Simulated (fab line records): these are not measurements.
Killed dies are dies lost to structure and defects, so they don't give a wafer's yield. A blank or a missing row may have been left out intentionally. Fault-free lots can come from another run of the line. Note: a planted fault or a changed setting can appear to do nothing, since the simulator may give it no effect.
Chamber matching    flow gf180mcu    GF_V2_ETCH_16 on rie diel-04 has 4 sister chambers
The step etches BARC in N2/H2. 4 wafers are shown with their chamber, then 8 later ones without.

== WAFERS, EACH WITH ITS CHAMBER ==
wafer   chamber  drypump motor current A (A)
L088.6  2        5.58
L091.1  0        5.63
L091.6  3        5.82
L092.3  1        6.51

== WAFERS WHOSE CHAMBER IS MISSING ==
wafer   drypump motor current A (A)
L092.5  6.53
L092.6  5.60
L095.1  5.57
L095.3  6.54
L095.5  6.52
L097.3  5.82
L097.5  5.80
L097.6  5.56

== CHAMBER TAKEN BY EACH ==
wafer   from the rows above      in truth
L092.5  1                        1
L092.6  can't be placed: 2 or 0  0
L095.1  2                        2
L095.3  1                        1
L095.5  1                        1
L097.3  3                        3
L097.5  3                        3
L097.6  2                        2
Correctly placed: 7 of 8. From these rows, 1 cannot be placed; in 1 the true chamber is one of the candidates. Number placed wrongly: 0.
How it was worked out, from the rows above alone: a wafer's distance from a chamber is the root of the sum, over the readings, of the square of ((its reading less the chamber's mean) divided by the reading's scatter). The wafer belongs to the nearest chamber; if the next one is less than 2 further off, it can't be placed. For every chamber, the mean is computed from those of its wafers that are shown. The scatter: root of mean squared gap, hidden wafer to nearest shown wafer, with one shown wafer a chamber.
